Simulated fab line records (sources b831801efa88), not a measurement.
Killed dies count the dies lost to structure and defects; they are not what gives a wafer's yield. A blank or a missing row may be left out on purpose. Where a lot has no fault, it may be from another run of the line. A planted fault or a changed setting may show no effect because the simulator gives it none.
fab line records	flow sky130
record lots=12	wafers=34	last-day=50
route steps=708 shown METAL3@569 METAL4@634 PASSIVATION@681 PAD_OPEN@707
lots that met no fault: from a run of the same line without faults
start-h: hours from the record's opening day to when the first of the lot's shown wafers began	wait-h: hours elapsed since this lot's preceding step	" as in the row above	L1.1+2: a row that stands for several wafers	- either no value or no given start	* or withheld: withheld	< > ~ a bound
route shown NAME@n: names a module that has steps shown in the file, with the first one's number in the route	usual: mean and standard deviation over wafers with no fault	same: alike in all rows	chamber/n: place in a boat	sites: per-site readings	_std_site: how widely they spread, as a standard deviation	_edge_site: mean of outer sites minus mean of inner sites	radius-mm: how far each site lies from the wafer's centre	mask NAME#n: copy n	behind: the last tool/chamber to shape the wafer	hold: cause of the lot's hold/its duration in hours/its outcome	device: which transistor (n, p or np) failed to switch	end of line: the tests these same wafers got at the end of their route	step lacking rows: just its recipe	killed: not the wafer's yield, but the dies lost to structure and defects at the first sort	map: per-die view of a wafer (x killed, . not killed, _ where there is no die)
set.NAME: the setting the step ran with; set.NAME@STEP: the setting that earlier step ran with	model.NAME: the simulator's own value behind a step, which no gauge read
route steps across a sampled set of lots; one table per step, one row per wafer
services: from which hour (start-h, from the record's first day; less than 0 if before it) a tool's chamber was out of use, for how many hours, and why
## steps
# step SKY_METAL3_STRIP_19
# recipe chemistry=O2/N2	power-w=1400	pressure-mtorr=1500	platen-temp-c=withheld	o2-flow-sccm=3000	n2-flow-sccm=300	overash-fraction=0.5
# usual drypump-motor-current-A=5.46/0.15	oes-product-au=0.501/0.0068	strip-time-to-endpoint-s=6.51/0.14
lot.wafer	tool	chamber	start-h	wait-h	drypump-motor-current-A	oes-product-au	rf-hours-counter-h	strip-time-to-endpoint-s
L613.3	plasma-asher-01	1	912.27	0.1	5.23	0.489	-	6.40
L613.4	"	0	"	"	5.47	0.490	-	6.30
L613.5	"	0	"	"	5.46	0.493	-	6.43
L615.1	plasma-asher-04	1	932.88	0.1	5.38	0.496	19	6.42
L615.6	"	0	"	"	5.69	0.504	-	6.45
L618.1	plasma-asher-04	1	955.82	0.1	5.38	0.507	21	6.48
L618.6	"	0	"	"	5.68	0.506	-	6.64
L624.1	plasma-asher-04	0	988.22	0.1	5.69	0.505	24	6.69
L624.2	"	1	"	"	5.42	0.498	24	6.59
L624.5	"	1	"	"	5.40	0.505	-	6.74
L623.2	plasma-asher-04	0	999.74	0.1	5.68	0.496	25	6.51
L623.3	"	0	"	"	5.70	0.500	-	6.44
L623.4	"	1	"	"	5.41	0.496	-	6.58
L625.3	plasma-asher-01	0	1003.52	0.1	5.48	0.514	-	6.63
L625.4	"	1	"	"	5.24	0.494	-	6.32
L625.5	"	0	"	"	5.46	0.502	-	6.57
L628.2	plasma-asher-01	1	1034.19	0.1	5.24	0.506	61	6.52
L628.3	"	0	"	"	5.49	0.490	-	6.24
L628.4	"	1	"	"	5.25	0.518	-	6.59
L627.4	plasma-asher-01	0	1034.85	0.1	5.45	0.501	-	6.61
L627.5	"	0	"	"	5.45	0.495	-	6.57
L627.6	"	1	"	"	5.21	0.492	-	6.26
L631.3	plasma-asher-02	0	1042.00	0.1	5.47	0.509	-	6.67
L631.4	"	1	"	"	5.53	0.509	-	6.61
L631.6	"	0	"	"	5.47	0.511	-	6.64
L632.1	plasma-asher-02	1	1047.22	0.1	5.52	0.503	89	6.70
L632.4	"	1	"	"	5.54	0.503	-	6.56
L632.5	"	0	"	"	5.44	0.510	-	6.69
L633.2	plasma-asher-01	1	1056.08	0.1	5.21	0.511	64	6.65
L633.4	"	0	"	"	5.48	0.503	-	6.39
L633.5	"	1	"	"	5.24	0.499	-	6.62
L634.3	plasma-asher-01	1	1061.93	0.1	5.21	0.513	-	6.68
L634.5	"	1	"	"	5.22	0.501	-	6.50
L634.6	"	0	"	"	5.47	0.508	-	6.66
# step SKY_METAL4_METAL_ETCH_18
# recipe target-depth-a=8450	stop-on=SiO2	over-etch-frac=0.3	time-s=183.1	chemistry=Cl2/BCl3	resist-sidewall-deg=88	pressure-mtorr=10	icp-w=900	bias-w=48.5	Cl2_flow_sccm=60	bcl3-flow-sccm=30
# usual drypump-motor-current-A=5.7/0.36	oes-product-au=0.865/0.0065	throttle-valve-pct=22.265/0.0095
lot.wafer	tool	chamber	start-h	wait-h	drypump-motor-current-A	oes-product-au	rf-hours-counter-h	throttle-valve-pct
L613.3	rie-metal-03	1	989.17	0.1	5.3	0.861	-	22.274
L613.4	"	0	"	"	6.0	0.865	-	22.254
L613.5	"	1	"	"	5.3	0.855	-	22.256
L615.1	rie-metal-02	1	1008.56	0.0	5.8	0.855	10	22.263
L615.6	"	1	"	"	5.8	0.866	-	22.281
L618.1	rie-metal-03	0	1029.54	0.0	6.0	0.865	19	22.243
L618.6	"	0	"	"	6.0	0.851	-	22.258
L624.1	rie-metal-04	1	1060.69	0.0	5.2	0.856	16	22.281
L624.2	"	0	"	"	5.7	0.853	14	22.264
L624.5	"	1	"	"	5.2	0.860	-	22.273
L623.2	rie-metal-04	1	1070.14	0.0	5.2	0.859	16	22.278
L623.3	"	1	"	"	5.2	0.865	-	22.266
L623.4	"	0	"	"	5.7	0.858	-	22.262
L625.3	rie-metal-04	1	1073.91	0.1	5.2	0.854	-	22.266
L625.4	"	0	"	"	5.8	0.866	-	22.256
L625.5	"	0	"	"	5.7	0.863	-	22.270
L628.2	rie-metal-04	0	1101.91	0.0	5.8	0.878	17	22.277
L628.3	"	0	"	"	5.7	0.878	-	22.249
L628.4	"	1	"	"	5.2	0.880	-	22.281
L627.4	rie-metal-04	1	1103.01	0.1	5.2	0.867	-	22.263
L627.5	"	1	"	"	5.2	0.856	-	22.265
L627.6	"	0	"	"	5.7	0.865	-	22.262
L631.3	rie-metal-03	1	1108.57	0.1	5.3	0.866	-	22.277
L631.4	"	0	"	"	6.0	0.855	-	22.260
L631.6	"	1	"	"	5.3	0.871	-	22.276
L632.1	rie-metal-02	1	1112.81	0.0	5.8	0.868	17	22.271
L632.4	"	1	"	"	5.8	0.862	-	22.263
L632.5	"	0	"	"	6.3	0.862	-	22.263
L633.2	rie-metal-03	0	1121.80	0.0	6.1	0.871	26	22.264
L633.4	"	1	"	"	5.3	0.858	-	22.250
L633.5	"	0	"	"	6.0	0.858	-	22.260
L634.3	rie-metal-03	1	1126.75	0.1	5.3	0.860	-	22.265
L634.5	"	1	"	"	5.3	0.861	-	22.266
L634.6	"	0	"	"	6.0	0.871	-	22.275
# step SKY_PASSIVATION_CVD_00
# recipe material=SiO2	target-thk-nm=90	temp-c=400	time-s=withheld	rf-w=600
# usual heater-power-w=678/76
lot.wafer	tool	chamber	start-h	wait-h	heater-power-w
L613.3	pecvd-02	0	1038.40	0.0	758
L613.4	"	1	"	"	588
L613.5	"	2	"	"	806
L615.1	pecvd-02	2	1057.71	0.0	749
L615.6	"	2	"	"	761
L618.1	pecvd-02	1	1076.96	0.0	535
L618.6	"	2	"	"	813
L624.1	pecvd-03	0	1105.92	0.0	629
L624.2	"	1	"	"	551
L624.5	"	2	"	"	719
L623.2	pecvd-01	1	1114.03	0.0	632
L623.3	"	0	"	"	748
L623.4	"	0	"	"	790
L625.3	pecvd-03	2	1117.75	0.0	768
L625.4	"	0	"	"	712
L625.5	"	2	"	"	754
L628.2	pecvd-02	1	1144.18	0.0	557
L628.3	"	0	"	"	653
L628.4	"	1	"	"	552
L627.4	pecvd-02	0	1144.91	0.0	702
L627.5	"	2	"	"	821
L627.6	"	1	"	"	538
L631.3	pecvd-02	0	1150.10	0.0	756
L631.4	"	1	"	"	562
L631.6	"	2	"	"	635
L632.1	pecvd-01	2	1153.40	0.0	701
L632.4	"	2	"	"	716
L632.5	"	1	"	"	742
L633.2	pecvd-02	0	1162.21	0.0	666
L633.4	"	2	"	"	765
L633.5	"	1	"	"	592
L634.3	pecvd-01	2	1166.30	0.0	693
L634.5	"	1	"	"	638
L634.6	"	2	"	"	690
# step SKY_PASSIVATION_THK_MEAS_01
# recipe reads=SiO2_of_PASSIVATION_CVD_00
# usual PASSIVATION_CVD_00_THK=90.0/1.5
lot.wafer	tool	chamber	start-h	wait-h	PASSIVATION_CVD_00_THK[nm]
L613.3	film-metro-01	-	1038.44	-	88.4
L613.4	"	-	"	"	89.9
L613.5	"	-	"	"	89.8
L615.1	film-metro-03	-	1057.73	-	87.6
L615.6	"	-	"	"	62.7
L618.1	film-metro-02	-	1076.98	-	88.6
L618.6	"	-	"	"	64.2
L624.1	film-metro-02	-	1105.94	-	88.0
L624.2	"	-	"	"	88.3
L624.5	"	-	"	"	90.7
L623.2	film-metro-02	-	1114.07	-	90.7
L623.3	"	-	"	"	87.3
L623.4	"	-	"	"	88.9
L625.3	film-metro-02	-	1117.79	-	89.1
L625.4	"	-	"	"	90.1
L625.5	"	-	"	"	90.6
L628.2	film-metro-02	-	1144.21	-	89.1
L628.3	"	-	"	"	91.5
L628.4	"	-	"	"	90.5
L627.4	film-metro-01	-	1144.95	-	90.6
L627.5	"	-	"	"	90.6
L627.6	"	-	"	"	89.4
L631.3	film-metro-01	-	1150.14	-	90.7
L631.4	"	-	"	"	89.4
L631.6	"	-	"	"	90.0
L632.1	film-metro-03	-	1153.42	-	91.2
L632.4	"	-	"	"	93.4
L632.5	"	-	"	"	94.3
L633.2	film-metro-03	-	1162.25	-	90.6
L633.4	"	-	"	"	89.5
L633.5	"	-	"	"	90.1
L634.3	film-metro-03	-	1166.34	-	90.0
L634.5	"	-	"	"	92.5
L634.6	"	-	"	"	91.7
# step SKY_PAD_OPEN_BOW_MEAS_13
# recipe mode=bow
# usual PAD_OPEN_BOW=46/8.5
lot.wafer	tool	chamber	start-h	wait-h	PAD_OPEN_BOW[um]
L613.3	film-metro-02	-	1083.83	-	38
L613.4	"	-	"	"	32
L613.5	"	-	"	"	43
L615.1	film-metro-04	-	1102.71	-	40
L615.6	"	-	"	"	38
L618.1	film-metro-03	-	1119.40	-	59
L618.6	"	-	"	"	62
L624.1	film-metro-04	-	1147.21	-	52
L624.2	"	-	"	"	35
L624.5	"	-	"	"	41
L623.2	film-metro-03	-	1154.47	-	38
L623.3	"	-	"	"	47
L623.4	"	-	"	"	44
L625.3	film-metro-04	-	1156.96	-	47
L625.4	"	-	"	"	50
L625.5	"	-	"	"	49
L628.2	film-metro-04	-	1180.27	-	56
L628.3	"	-	"	"	42
L628.4	"	-	"	"	61
L627.4	film-metro-02	-	1181.20	-	47
L627.5	"	-	"	"	38
L627.6	"	-	"	"	56
L631.3	film-metro-04	-	1185.75	-	51
L631.4	"	-	"	"	52
L631.6	"	-	"	"	45
L632.1	film-metro-03	-	1189.39	-	41
L632.4	"	-	"	"	45
L632.5	"	-	"	"	39
L633.2	film-metro-04	-	1197.31	-	42
L633.4	"	-	"	"	37
L633.5	"	-	"	"	36
L634.3	film-metro-03	-	1200.50	-	56
L634.5	"	-	"	"	45
L634.6	"	-	"	"	45
# step SKY_PAD_OPEN_PROBE_99
# usual defect-limited-yield=82.6/1.8	killed_at_M0_to_M3=44/6.9	killed_at_M4_up=3.2/1.8	killed-at-contacts=23/5.2	killed-at-front-end=15/4.5	killed-at-other=0.3/0.56	killed-dies=85/8.8	killed-open=47/6.7	killed-short=39/6.4	sort_bin_3_pad_short=0.8/0.4	sort_bin_5_function=10.2/1.3	sort_bin_6_memory=6.4/1.1	sort-n-pass=407/8.8	sort-yield-pct=82.6/1.8
# same gross-dies=492	killed-at-back-side=0	sort_bin_4_leakage[%]=0	sort_bin_8_speed[%]=0
lot.wafer	tool	chamber	start-h	wait-h	defect-limited-yield[%]	killed_at_M0_to_M3	killed_at_M4_up	killed-at-contacts	killed-at-front-end	killed-at-other	killed-dies	killed-open	killed-short	sort_bin_3_pad_short[%]	sort_bin_5_function[%]	sort_bin_6_memory[%]	sort-n-pass	sort-yield-pct[%]
L625.4	prober-02	-	1157.19	0.2	82.7	45	3	23	14	0	85	47	38	1.2	9.6	6.5	407	82.7
L625.5	prober-02	-	1157.24	0.2	84.3	29	4	27	17	0	77	40	37	0.8	8.1	6.7	415	84.3
# killed by level:class
L625.4 LI_CONTACT:geometric-particle:open=10 METAL1:geometric-particle:short=9 VIA1:geometric-particle:open=9 VIA2:geometric-particle:open=8 CONTACT:geometric-particle:open=7 VIA3:geometric-particle:open=6 FIELD_ISO:geometric-particle:short=5 CONTACT:geometric-particle:short=4
L625.5 CONTACT:geometric-particle:open=9 LI_CONTACT:geometric-particle:open=6 VIA1:geometric-particle:open=6 VIA2:geometric-particle:open=6 POLY_GATE:geometric-particle:short=5 CONTACT:geometric-particle:short=5 METAL1:geometric-particle:short=5 FIELD_ISO:geometric-particle:short=4
## services
tool	chamber	start-h	hours	kind
pecvd-03	-	928.16	15.5	repair
pecvd-02	0	939.96	22.8	repair
pecvd-01	0	974.87	8.4	repair
rie-metal-04	1	977.30	1.7	repair
rie-metal-02	-	978.75	0.7	repair
pecvd-02	1	997.52	2.4	repair
plasma-asher-02	-	1002.51	3.8	repair
pecvd-03	2	1013.44	9.0	repair
pecvd-02	-	1016.24	1.8	repair
pecvd-02	-	1045.68	2.8	pm
plasma-asher-01	-	1058.63	2.8	pm
pecvd-01	-	1085.72	6.0	pm
rie-metal-03	0	1087.52	16.6	repair
plasma-asher-01	-	1108.66	0.7	repair
rie-metal-04	-	1111.81	2.8	pm
plasma-asher-01	-	1111.93	3.3	repair
rie-metal-02	1	1113.41	20.3	repair
pecvd-01	-	1117.57	28.1	pm
plasma-asher-01	-	1136.44	8.2	repair
rie-metal-04	1	1137.17	11.9	repair
rie-metal-03	1	1137.37	14.2	repair
pecvd-03	-	1153.19	1.6	repair
rie-metal-04	-	1155.77	14.6	pm
pecvd-02	-	1163.86	4.3	pm
## key
first-sign step=SKY_PASSIVATION_THK_MEAS_01	reading=PASSIVATION_CVD_00_THK	direction=down	sigmas=18	usual=90.0	struck=63.4
effect none on later readings
met-at SKY_PASSIVATION_CVD_00
struck-lots L615,L618
struck-wafers L615.6,L618.6
not-acting-at SKY_METAL3_STRIP_19,SKY_METAL4_METAL_ETCH_18,SKY_PAD_OPEN_BOW_MEAS_13
onset-between 1038.40 1057.71
fault kind=process-parameter-drift	tool=pecvd-02	chamber=-	onset-h=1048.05	steps=SKY_PASSIVATION_CVD_00	channel=target-thk-nm	offset=-25.275	shape=step	end-h=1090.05	scope=struck-wafers-only	acts-in=these-recipes-only	stated=90
